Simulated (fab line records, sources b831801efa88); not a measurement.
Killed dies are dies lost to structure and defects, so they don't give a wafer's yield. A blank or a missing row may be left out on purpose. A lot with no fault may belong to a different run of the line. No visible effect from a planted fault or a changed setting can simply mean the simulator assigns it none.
fab line records | flow sky130
record lots=5 | wafers=15 | last_day=50
route steps=708 shown VIA1@482 METAL2@483 PAD_OPEN@708
lots that met no fault: taken from a fault-free run of the same line
start_h: start of the lot's first displayed wafer, in hours after the record's first day | wait_h: hours elapsed since this lot's preceding step | " identical to the entry in the row above | L1.1+2: one row covering several wafers at once | - no value, or no start was given | * or withheld: withheld | < > ~ a bound
route shown NAME@n: a module of which the file shows steps, and the number in the route of the first | usual: the fault-free wafers' mean and standard deviation | same: alike in all rows | chamber/n: place in a boat | sites: each site's reading | _std_site: their standard deviation | _edge_site: mean of outer sites minus mean of inner sites | radius_mm: for every site, how far away it sits from the centre of the wafer | mask NAME#n: copy n | behind: the tool/chamber that last shaped the wafer | hold: the reason the lot was held/the length of the hold in hours/how it ended | device: whichever transistor did not switch (one of n, p or np) | end of line: tests of these same wafers at the route's end | where a step has no rows: the recipe by itself | killed: dies that structure and defects cost at the first sort, which is not the same as the wafer's yield | map: a wafer's dies, marking killed ones x, the rest . and places with no die _
set.NAME: the run value of the setting; set.NAME@STEP: its run value at that earlier step | model.NAME: the simulator's own value behind a step, which no gauge read
lots seen at some steps along the route; tables by step, rows by wafer
services: from which hour (start_h, from the record's first day; less than 0 if before it) a tool's chamber was out of use, for how many hours, and why
## steps
# step SKY_VIA1_CMP_24
# recipe stop_on=SiO2 | t_overpolish_s=15 | down_force_psi=3.5 | platen_rpm=60 | target_thk_nm=0 | pad_velocity_m_s=0.94248
# step SKY_METAL2_SPUTTER_00
# recipe material=Ti | target_thk_nm=15 | power_w=3000 | time_s=10 | chamber_pressure_pa=0.4
# usual cathode_dc_power_W=3000.0/0.56 | throttle_valve_pct=29.8/1.2
lot.wafer | tool           | chamber | start_h | wait_h | cathode_dc_power_W | throttle_valve_pct
L859.1    | pvd_sputter-04 | -       | 811.43  | 0.2    | 3000.5             | 30.2
L859.2    | "              | -       | "       | "      | 2999.9             | 31.2
L859.4    | "              | -       | "       | "      | 3000.5             | 27.5
L861.1    | pvd_sputter-04 | -       | 827.14  | 0.1    | 3000.1             | 30.6
L861.4    | "              | -       | "       | "      | 3001.1             | 30.4
L861.6    | "              | -       | "       | "      | 2999.8             | 30.4
L875.2    | pvd_sputter-02 | -       | 923.56  | 0.1    | 2999.9             | 29.7
L875.3    | "              | -       | "       | "      | 3000.7             | 29.3
L875.6    | "              | -       | "       | "      | 3000.2             | 28.0
L877.2    | pvd_sputter-02 | -       | 941.23  | 0.2    | 2999.7             | 28.1
L877.3    | "              | -       | "       | "      | 2999.7             | 29.5
L877.6    | "              | -       | "       | "      | 3000.7             | 28.0
L879.3    | pvd_sputter-03 | -       | 956.21  | 0.1    | 3000.2             | 31.4
L879.5    | "              | -       | "       | "      | 3000.7             | 31.3
L879.6    | "              | -       | "       | "      | 2999.9             | 29.1
# step SKY_METAL2_SPUTTER_01
# recipe material=TiN | target_thk_nm=20 | power_w=6500 | time_s=16.7 | chamber_pressure_pa=0.4
# usual cathode_dc_power_W=6500.1/1.1 | throttle_valve_pct=29.7/1.2
lot.wafer | tool           | chamber | start_h | wait_h | cathode_dc_power_W | throttle_valve_pct
L859.1    | pvd_sputter-04 | -       | 811.46  | 0.0    | 6500.8             | 30.6
L859.2    | "              | -       | "       | "      | 6502.3             | 31.2
L859.4    | "              | -       | "       | "      | 6501.0             | 27.5
L861.1    | pvd_sputter-04 | -       | 827.16  | 0.0    | 6498.8             | 30.5
L861.4    | "              | -       | "       | "      | 6499.6             | 30.3
L861.6    | "              | -       | "       | "      | 6500.1             | 30.5
L875.2    | pvd_sputter-02 | -       | 923.58  | 0.0    | 6497.4             | 29.7
L875.3    | "              | -       | "       | "      | 6499.5             | 29.5
L875.6    | "              | -       | "       | "      | 6499.3             | 28.0
L877.2    | pvd_sputter-02 | -       | 941.25  | 0.0    | 6500.9             | 27.9
L877.3    | "              | -       | "       | "      | 6501.3             | 29.6
L877.6    | "              | -       | "       | "      | 6500.9             | 27.9
L879.3    | pvd_sputter-03 | -       | 956.23  | 0.0    | 6498.4             | 31.4
L879.5    | "              | -       | "       | "      | 6498.8             | 31.0
L879.6    | "              | -       | "       | "      | 6499.6             | 29.2
# step SKY_METAL2_SPUTTER_02
# recipe material=AlCu | target_thk_nm=250 | power_w=10600 | time_s=13.3 | chamber_pressure_pa=0.4
# usual cathode_dc_power_W=10600/1.7 | throttle_valve_pct=29.8/1.2
lot.wafer | tool           | chamber | start_h | wait_h | cathode_dc_power_W | throttle_valve_pct
L859.1    | pvd_sputter-04 | -       | 811.48  | 0.0    | 10597              | 30.4
L859.2    | "              | -       | "       | "      | 10601              | 30.8
L859.4    | "              | -       | "       | "      | 10600              | 27.2
L861.1    | pvd_sputter-04 | -       | 827.19  | 0.0    | 10601              | 30.5
L861.4    | "              | -       | "       | "      | 10602              | 30.5
L861.6    | "              | -       | "       | "      | 10598              | 30.6
L875.2    | pvd_sputter-02 | -       | 923.61  | 0.0    | 10600              | 29.6
L875.3    | "              | -       | "       | "      | 10602              | 29.6
L875.6    | "              | -       | "       | "      | 10599              | 27.9
L877.2    | pvd_sputter-02 | -       | 941.27  | 0.0    | 10600              | 27.8
L877.3    | "              | -       | "       | "      | 10602              | 29.5
L877.6    | "              | -       | "       | "      | 10602              | 28.1
L879.3    | pvd_sputter-03 | -       | 956.26  | 0.0    | 10601              | 31.4
L879.5    | "              | -       | "       | "      | 10601              | 31.0
L879.6    | "              | -       | "       | "      | 10600              | 29.2
# step SKY_METAL2_SPUTTER_03
# recipe material=Ti | target_thk_nm=5 | power_w=3000 | time_s=3.3 | chamber_pressure_pa=0.4
# usual cathode_dc_power_W=3000.0/0.56 | throttle_valve_pct=29.8/1.3
lot.wafer | tool           | chamber | start_h | wait_h | cathode_dc_power_W | throttle_valve_pct
L859.1    | pvd_sputter-04 | -       | 811.51  | 0.0    | 3000.1             | 30.5
L859.2    | "              | -       | "       | "      | 3000.4             | 31.1
L859.4    | "              | -       | "       | "      | 3000.4             | 27.3
L861.1    | pvd_sputter-04 | -       | 827.21  | 0.0    | 3000.1             | 30.2
L861.4    | "              | -       | "       | "      | 3000.4             | 30.3
L861.6    | "              | -       | "       | "      | 2999.6             | 30.1
L875.2    | pvd_sputter-02 | -       | 923.63  | 0.0    | 2999.4             | 29.8
L875.3    | "              | -       | "       | "      | 3000.8             | 29.4
L875.6    | "              | -       | "       | "      | 2998.8             | 28.2
L877.2    | pvd_sputter-02 | -       | 941.30  | 0.0    | 3000.3             | 27.9
L877.3    | "              | -       | "       | "      | 3000.0             | 30.0
L877.6    | "              | -       | "       | "      | 3000.2             | 27.9
L879.3    | pvd_sputter-03 | -       | 956.28  | 0.0    | 3000.4             | 31.3
L879.5    | "              | -       | "       | "      | 2999.7             | 31.0
L879.6    | "              | -       | "       | "      | 2999.5             | 29.3
# step SKY_METAL2_SPUTTER_04
# recipe material=TiN | target_thk_nm=70 | power_w=6500 | time_s=58.3 | chamber_pressure_pa=0.4
# usual cathode_dc_power_W=6500.0/1.1 | throttle_valve_pct=29.8/1.3
lot.wafer | tool           | chamber | start_h | wait_h | cathode_dc_power_W | throttle_valve_pct
L859.1    | pvd_sputter-04 | -       | 811.53  | 0.0    | 6499.3             | 30.4
L859.2    | "              | -       | "       | "      | 6500.1             | 30.9
L859.4    | "              | -       | "       | "      | 6500.6             | 27.6
L861.1    | pvd_sputter-04 | -       | 827.23  | 0.0    | 6499.8             | 30.7
L861.4    | "              | -       | "       | "      | 6499.9             | 30.3
L861.6    | "              | -       | "       | "      | 6499.4             | 30.3
L875.2    | pvd_sputter-02 | -       | 923.65  | 0.0    | 6500.1             | 29.7
L875.3    | "              | -       | "       | "      | 6499.5             | 29.5
L875.6    | "              | -       | "       | "      | 6501.8             | 27.7
L877.2    | pvd_sputter-02 | -       | 941.32  | 0.0    | 6500.1             | 28.1
L877.3    | "              | -       | "       | "      | 6497.6             | 29.7
L877.6    | "              | -       | "       | "      | 6501.3             | 27.8
L879.3    | pvd_sputter-03 | -       | 956.30  | 0.0    | 6501.7             | 31.5
L879.5    | "              | -       | "       | "      | 6502.2             | 30.8
L879.6    | "              | -       | "       | "      | 6501.2             | 29.0
# step SKY_METAL2_RS_MEAS_05
# recipe thk_meas_gauge=four-point-probe | reads=TiN_of_METAL2_SPUTTER_04+Ti_of_METAL2_SPUTTER_03+AlCu_of_METAL2_SPUTTER_02+TiN_of_METAL2_SPUTTER_01+Ti_of_METAL2_SPUTTER_00
# usual METAL2_ALCU_RS=0.1271/0.0012
lot.wafer | tool          | chamber | start_h | wait_h | METAL2_ALCU_RS[ohm/sq]
L859.1    | film_metro-04 | -       | 811.57  | 0.0    | 0.1263
L859.2    | "             | -       | "       | "      | 0.1256
L859.4    | "             | -       | "       | "      | 0.1260
L861.1    | film_metro-03 | -       | 827.28  | 0.0    | 0.1262
L861.4    | "             | -       | "       | "      | 0.1250
L861.6    | "             | -       | "       | "      | 0.1263
L875.2    | film_metro-03 | -       | 923.72  | 0.0    | 0.1288
L875.3    | "             | -       | "       | "      | 0.1280
L875.6    | "             | -       | "       | "      | 0.1287
L877.2    | film_metro-04 | -       | 941.39  | 0.0    | 0.1277
L877.3    | "             | -       | "       | "      | 0.1275
L877.6    | "             | -       | "       | "      | 0.1283
L879.3    | film_metro-03 | -       | 956.39  | 0.1    | 0.1299
L879.5    | "             | -       | "       | "      | 0.1283
L879.6    | "             | -       | "       | "      | 0.1276
# step SKY_METAL2_THK_MEAS_06
# recipe thk_meas_gauge=xrf | reads=AlCu_of_METAL2_SPUTTER_02
# usual METAL2_ALCU_THK=248.1/2.5
lot.wafer | tool          | chamber | start_h | wait_h | METAL2_ALCU_THK[nm]
L859.1    | film_metro-04 | -       | 811.69  | 0.1    | 248.3
L859.2    | "             | -       | "       | "      | 249.6
L859.4    | "             | -       | "       | "      | 248.3
L861.1    | film_metro-03 | -       | 827.40  | 0.1    | 248.8
L861.4    | "             | -       | "       | "      | 250.4
L861.6    | "             | -       | "       | "      | 249.5
L875.2    | film_metro-03 | -       | 923.83  | 0.1    | 244.4
L875.3    | "             | -       | "       | "      | 247.9
L875.6    | "             | -       | "       | "      | 245.2
L877.2    | film_metro-04 | -       | 941.50  | 0.1    | 247.5
L877.3    | "             | -       | "       | "      | 249.7
L877.6    | "             | -       | "       | "      | 246.7
L879.3    | film_metro-03 | -       | 956.49  | 0.1    | 242.1
L879.5    | "             | -       | "       | "      | 246.9
L879.6    | "             | -       | "       | "      | 248.0
# step SKY_METAL2_DEHYDRATE_07
# recipe temp_c=200 | time_s=60
# step SKY_METAL2_HMDS_08
# recipe prime_time_s=60 | prime_temp_c=120
# step SKY_METAL2_COAT_09
# recipe resist=BARC | temp_c=withheld | time_s=withheld | spin_rpm=3000 | resist_thk_nm=60
# step SKY_METAL2_COAT_10
# recipe resist=KrF-thick | spin_rpm=3000 | resist_thk_nm=450
# step SKY_METAL2_SOFTBAKE_11
# recipe temp_c=100 | time_s=90 | resist=KrF-thick
# usual heater_power_total_W=57.36/0.11 | run_length_s=119.14/0.19
lot.wafer | tool           | chamber | start_h | wait_h | heater_power_total_W | run_length_s
L859.1    | litho_track-03 | 0       | 824     | -      | 57.26                | 118.94
L859.2    | "              | 0       | "       | "      | 57.49                | 118.89
L859.4    | "              | 0       | "       | "      | 57.30                | 118.93
L861.1    | litho_track-04 | 0       | 839     | -      | 57.35                | 119.15
L861.4    | "              | 0       | "       | "      | 57.32                | 119.04
L861.6    | "              | 0       | 840     | -      | 57.33                | 119.13
L875.2    | litho_track-03 | 0       | 936     | -      | 62.28                | 99.42
L875.3    | "              | 0       | "       | "      | 57.36                | 118.96
L875.6    | "              | 0       | "       | "      | 62.51                | 99.30
L877.2    | litho_track-04 | 0       | 953     | -      | 57.47                | 119.15
L877.3    | "              | 0       | "       | "      | 57.43                | 119.37
L877.6    | "              | 0       | "       | "      | 57.40                | 119.03
L879.3    | litho_track-04 | 0       | 968     | -      | 57.32                | 119.21
L879.5    | "              | 0       | 969     | -      | 57.49                | 119.07
L879.6    | "              | 0       | "       | "      | 57.14                | 119.03
# step SKY_METAL2_EXPOSE_12
# recipe mask_id=MM2 | na=0.8 | source_shape=annular | sigma_inner=0.55 | sigma_outer=0.85 | target_cd_nm=140 | dose_mj=28
# step SKY_PAD_OPEN_PROBE_99
# usual defect_limited_yield=82.7/1.9 | killed_at_M0_to_M3=43/7.3 | killed_at_M4_up=3.1/1.7 | killed_at_contacts=25/5.3 | killed_at_front_end=14/4.1 | killed_at_other=0.3/0.56 | killed_dies=85/9.4 | killed_open=46/7.4 | killed_short=38/5.8 | sort_bin_3_pad_short=0.8/0.4 | sort_bin_5_function=10.2/1.5 | sort_bin_6_memory=6.2/1.2 | sort_n_pass=407/9.4 | sort_yield_pct=82.7/1.9
# same gross_dies=492 | killed_at_back_side=0 | sort_bin_4_leakage[%]=0 | sort_bin_8_speed[%]=0
lot.wafer | tool      | chamber | start_h | wait_h | defect_limited_yield[%] | killed_at_M0_to_M3 | killed_at_M4_up | killed_at_contacts | killed_at_front_end | killed_at_other | killed_dies | killed_open | killed_short | sort_bin_3_pad_short[%] | sort_bin_5_function[%] | sort_bin_6_memory[%] | sort_n_pass | sort_yield_pct[%]
L859.1    | prober-01 | -       | 1090.71 | 0.1    | 80.7                    | 54                 | 2               | 29                 | 10                  | 0               | 95          | 55          | 40           | 0.6                     | 11.8                   | 6.9                  | 397         | 80.7
L859.2    | prober-01 | -       | 1090.76 | 0.1    | 82.9                    | 37                 | 6               | 26                 | 15                  | 0               | 84          | 45          | 38           | 1.6                     | 7.7                    | 7.7                  | 408         | 82.9
L859.4    | prober-01 | -       | 1090.86 | 0.2    | 80.9                    | 54                 | 1               | 24                 | 15                  | 0               | 94          | 50          | 43           | 0.8                     | 12.4                   | 5.9                  | 398         | 80.9
L861.1    | prober-02 | -       | 1102.16 | 0.1    | 81.3                    | 44                 | 1               | 30                 | 17                  | 0               | 92          | 59          | 32           | 0.4                     | 12.6                   | 5.7                  | 400         | 81.3
L861.4    | prober-02 | -       | 1102.31 | 0.2    | 81.9                    | 38                 | 6               | 30                 | 15                  | 0               | 89          | 49          | 40           | 0                       | 12.0                   | 6.1                  | 403         | 81.9
L861.6    | prober-02 | -       | 1102.41 | 0.2    | 85.8                    | 23                 | 2               | 33                 | 12                  | 0               | 70          | 39          | 30           | 1.2                     | 8.7                    | 4.3                  | 422         | 85.8
L875.2    | prober-01 | -       | 1176.14 | 0.1    | 79.3                    | 50                 | 1               | 27                 | 23                  | 1               | 102         | 52          | 50           | 1.2                     | 11.8                   | 7.7                  | 390         | 79.3
L875.3    | prober-01 | -       | 1176.19 | 0.2    | 80.7                    | 44                 | 5               | 32                 | 14                  | 0               | 95          | 47          | 47           | 1.8                     | 11.2                   | 6.3                  | 397         | 80.7
L875.6    | prober-01 | -       | 1176.34 | 0.2    | 80.5                    | 41                 | 5               | 30                 | 20                  | 0               | 96          | 56          | 40           | 0.8                     | 9.6                    | 9.1                  | 396         | 80.5
L877.2    | prober-01 | -       | 1185.35 | 0.1    | 84.6                    | 32                 | 2               | 28                 | 14                  | 0               | 76          | 40          | 36           | 0.8                     | 9.8                    | 4.9                  | 416         | 84.6
L877.3    | prober-01 | -       | 1185.40 | 0.2    | 87.6                    | 26                 | 1               | 17                 | 17                  | 0               | 61          | 33          | 28           | 0.8                     | 6.9                    | 4.7                  | 431         | 87.6
L877.6    | prober-01 | -       | 1185.55 | 0.2    | 80.7                    | 47                 | 6               | 27                 | 15                  | 0               | 95          | 54          | 41           | 1.0                     | 12.2                   | 6.1                  | 397         | 80.7
L879.3    | prober-02 | -       | 1197.24 | 0.2    | 84.6                    | 43                 | 2               | 20                 | 11                  | 0               | 76          | 37          | 39           | 1.2                     | 9.1                    | 5.1                  | 416         | 84.6
L879.5    | prober-02 | -       | 1197.34 | 0.2    | 81.9                    | 43                 | 3               | 22                 | 21                  | 0               | 89          | 47          | 42           | 0.8                     | 10.2                   | 7.1                  | 403         | 81.9
L879.6    | prober-02 | -       | 1197.39 | 0.2    | 86.4                    | 26                 | 3               | 23                 | 15                  | 0               | 67          | 38          | 29           | 0.2                     | 8.5                    | 4.9                  | 425         | 86.4
# killed by level:class
L859.1 VIA1:geometric_particle:open=15 CONTACT:geometric_particle:open=14 METAL2:geometric_particle:short=8 VIA2:geometric_particle:open=7 LI_CONTACT:geometric_particle:open=6 VIA1:geometric_particle:short=6 METAL1:geometric_particle:short=5 FIELD_ISO:geometric_particle:open=4
L859.2 VIA1:geometric_particle:open=14 LI_CONTACT:geometric_particle:open=9 CONTACT:geometric_particle:short=8 FIELD_ISO:geometric_particle:open=5 CONTACT:geometric_particle:open=5 METAL1:geometric_particle:short=5 POLY_GATE:geometric_particle:short=4 VIA1:geometric_particle:short=4
L859.4 VIA1:geometric_particle:open=14 CONTACT:geometric_particle:open=11 VIA1:geometric_particle:short=7 VIA2:geometric_particle:open=7 POLY_GATE:geometric_particle:short=6 CONTACT:geometric_particle:short=6 METAL1:geometric_particle:short=6 VIA2:geometric_particle:short=4
L861.1 CONTACT:geometric_particle:open=12 VIA1:geometric_particle:open=10 VIA3:geometric_particle:open=9 LI_CONTACT:geometric_particle:open=8 LOCAL_INTERCONNECT:geometric_particle:short=7 METAL1:geometric_particle:short=6 POLY_GATE:geometric_particle:open=5 FIELD_ISO:geometric_particle:open=5
L861.4 CONTACT:geometric_particle:open=15 METAL2:geometric_particle:short=8 VIA1:geometric_particle:open=8 VIA2:geometric_particle:open=5 VIA3:geometric_particle:open=5 METAL4:geometric_particle:short=5 POLY_GATE:geometric_particle:short=4 POLY_GATE:geometric_particle:open=4
L861.6 CONTACT:geometric_particle:open=10 LI_CONTACT:geometric_particle:open=9 CONTACT:geometric_particle:short=7 VIA1:geometric_particle:open=6 VIA1:geometric_particle:short=5 LOCAL_INTERCONNECT:geometric_particle:short=5 POLY_GATE:geometric_particle:short=4 FIELD_ISO:geometric_particle:short=3
L875.2 VIA1:geometric_particle:open=14 POLY_GATE:geometric_particle:short=10 METAL2:geometric_particle:short=10 CONTACT:geometric_particle:open=10 LI_CONTACT:geometric_particle:open=7 FIELD_ISO:geometric_particle:short=6 VIA1:geometric_particle:short=6 VIA3:geometric_particle:open=6
L875.3 CONTACT:geometric_particle:open=10 VIA1:geometric_particle:open=8 POLY_GATE:geometric_particle:short=7 LOCAL_INTERCONNECT:geometric_particle:short=7 VIA3:geometric_particle:open=7 LI_CONTACT:geometric_particle:open=6 METAL2:geometric_particle:short=6 CONTACT:geometric_particle:short=6
L875.6 VIA1:geometric_particle:open=16 CONTACT:geometric_particle:open=16 FIELD_ISO:geometric_particle:short=8 LOCAL_INTERCONNECT:geometric_particle:short=6 VIA3:geometric_particle:open=6 METAL2:geometric_particle:short=6 POLY_GATE:geometric_particle:open=4 VIA2:geometric_particle:open=4
L877.2 CONTACT:geometric_particle:open=10 LI_CONTACT:geometric_particle:open=8 METAL1:geometric_particle:short=8 VIA2:geometric_particle:open=7 VIA1:geometric_particle:open=6 VIA1:geometric_particle:short=5 POLY_GATE:geometric_particle:short=5 CONTACT:geometric_particle:short=5
L877.3 POLY_GATE:geometric_particle:open=9 CONTACT:geometric_particle:open=6 METAL1:geometric_particle:short=6 VIA3:geometric_particle:open=5 CONTACT:geometric_particle:short=4 VIA1:geometric_particle:open=4 LI_CONTACT:geometric_particle:short=3 FIELD_ISO:geometric_particle:short=2
L877.6 VIA1:geometric_particle:open=13 VIA2:geometric_particle:open=10 CONTACT:geometric_particle:open=9 LI_CONTACT:geometric_particle:open=7 VIA2:geometric_particle:short=7 METAL1:geometric_particle:short=6 CONTACT:geometric_particle:short=6 POLY_GATE:geometric_particle:short=4
L879.3 VIA1:geometric_particle:open=12 VIA2:geometric_particle:open=8 CONTACT:geometric_particle:short=6 VIA1:geometric_particle:short=6 CONTACT:geometric_particle:open=5 LOCAL_INTERCONNECT:geometric_particle:short=5 FIELD_ISO:geometric_particle:short=4 FIELD_ISO:geometric_particle:open=3
L879.5 VIA1:geometric_particle:open=13 CONTACT:geometric_particle:open=8 FIELD_ISO:geometric_particle:open=6 CONTACT:geometric_particle:short=6 FIELD_ISO:geometric_particle:short=5 METAL1:geometric_particle:short=5 POLY_GATE:geometric_particle:open=4 VIA3:geometric_particle:open=4
L879.6 VIA1:geometric_particle:open=9 CONTACT:geometric_particle:open=8 LI_CONTACT:geometric_particle:open=7 FIELD_ISO:geometric_particle:open=4 METAL1:geometric_particle:short=4 VIA1:geometric_particle:short=4 FIELD_ISO:geometric_particle:short=3 METAL2:geometric_particle:short=3
## services
tool           | chamber | start_h | hours | kind
pvd_sputter-02 | -       | 792.97  | 1.8   | repair
pvd_sputter-04 | -       | 929.15  | 1.2   | repair
## key
first_sign step=SKY_METAL2_SOFTBAKE_11 | reading=run_length_s | direction=down | sigmas=99+ | usual=* | struck=*
effect step=SKY_METAL2_SOFTBAKE_11 | reading=heater_power_total_W | direction=up | sigmas=45 | usual=* | struck=*
met_at SKY_METAL2_SOFTBAKE_11
struck_wafers L875.2,L875.6
onset_between 824 936
fault kind=process_parameter_drift | tool=litho_track-03 | chamber=- | onset_h=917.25 | steps=SKY_METAL2_SOFTBAKE_11 | channel=time_s | offset=* | shape=step | end_h=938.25 | scope=struck_wafers_only | acts_in=* | stated=*
